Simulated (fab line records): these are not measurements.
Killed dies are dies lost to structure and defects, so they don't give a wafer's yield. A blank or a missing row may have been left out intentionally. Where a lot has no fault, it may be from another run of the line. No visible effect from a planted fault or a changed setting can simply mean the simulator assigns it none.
Problem report, 8D (eight disciplines) form, completed by code + flow sky130 + the parts of the form that need people (team, actions taken, sign-off) are left out

1. THE ISSUE
Wafers free of any fault read 0.285 ohm/sq (standard deviation 0.0048) for LI_CONTACT_W_RS at SKY_LI_CONTACT_RS_MEAS_22, against a mean of 0.218 ohm/sq on 5 wafers of 2 lots. That puts it -14 standard deviations away from the usual mean.
The step: measures by four-point-probe.
Earliest sighting: wafer L114.1 on film-metro-02 at day 32 03:04. At this step, 33 wafers from 11 lots have a number in the record. The rule behind "out" and "out of limits": a value lying over 4 standard deviations away from the usual mean. The other wafers with a number count as sound.

2. WHAT IT IS AND WHAT IT IS NOT
| question                    | is                                     | is not                                                                                                        |
|-----------------------------|----------------------------------------|---------------------------------------------------------------------------------------------------------------|
| which readings at this step | LI_CONTACT_W_RS                        | -                                                                                                             |
| which lots                  | L114, L115                             | L109, L113, L122, L123, L124, L125, L126, L128, L129                                                          |
| which wafers of those lots  | L114.1, L114.2, L114.5, L115.1, L115.5 | L115.4                                                                                                        |
| read on which gauges        | film-metro-01, film-metro-02           | film-metro-04                                                                                                 |
| when                        | from day 32 03:04                      | up to then (6 sound wafers); but 22 sound wafers of L115, L122, L123, L124, L125, L126, L128, L129 came after |

3. THE SUSPECTS, EACH WITH WHAT RULES IT OUT
Counting: any tool at a process step up to the reading remains a suspect provided it ran every lot that is out. Sound lots after the first of them don't rule it out here, since some wafers of a struck lot are sound.
- the gauge at SKY_LI_CONTACT_RS_MEAS_22 is ruled out. 2 gauges (film-metro-01, film-metro-02) read the wafers that are out.
- plasma-asher-02 at SKY_LI_CONTACT_STRIP_16 (strips in O2/N2): kept. Ran every lot that is out, first one L114 (day 32 02:31); last sound lot up to then L113 (day 31 18:34).
- cvd-w-01 at SKY_LI_CONTACT_CVD_21 (deposits W, target thk 400 nm, time 120.56 s): kept. It ran every lot that is out, first L114 (day 32 02:56).
What counting leaves: plasma-asher-02 at SKY_LI_CONTACT_STRIP_16 and cvd-w-01 at SKY_LI_CONTACT_CVD_21.

4. THE CAUSE (what the simulator had put in)
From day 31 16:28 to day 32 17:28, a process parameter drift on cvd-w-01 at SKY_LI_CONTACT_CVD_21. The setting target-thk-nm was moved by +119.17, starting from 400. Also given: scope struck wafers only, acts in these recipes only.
This tool is one of the 2 suspects left after counting.

5. THE EFFECT CHAIN, in route order
Each row: a reading where the mean over the struck wafers with a number is more than 3 standard deviations away from the usual. Only readings whose record carries a usual standard deviation are examined. hours: median over the lots of the time between each lot's start at the first step of this table that gives one and its start at this step. sigmas: the change, counted in usual standard deviations.
| hours | step                       | reading            | usual        | on struck wafers | change | sigmas |
|-------|----------------------------|--------------------|--------------|------------------|--------|--------|
| 0     | SKY_LI_CONTACT_RS_MEAS_22  | LI_CONTACT_W_RS    | 0.285 ohm/sq | 0.218            | -0.067 | -14    |
| 0     | SKY_LI_CONTACT_THK_MEAS_23 | LI_CONTACT_W_THK   | 426 nm       | 564              | +138   | +14    |
| 0     | SKY_LI_CONTACT_CMP_24      | time-to-endpoint-s | 98 s         | 124              | +26    | +4.4   |
Its process steps:
- SKY_LI_CONTACT_CMP_24: polishes, stops on PSG, t overpolish 20 s, target thk 0 nm.

6. WHAT WOULD HAVE CAUGHT IT SOONER
The first out-of-limits reading at a measuring or inspecting step in this record came at day 32 03:04, 11 hours after the fault's start at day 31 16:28.
No tool reading at SKY_LI_CONTACT_CVD_21 that has a usual standard deviation in the record was out on any struck wafer, so an alarm limit of 4 standard deviations on those readings would not have fired.
Lots out: 2; of these, L115 started SKY_LI_CONTACT_CVD_21 on cvd-w-01 after day 32 03:04. A hold on the tool at that time would have spared it.
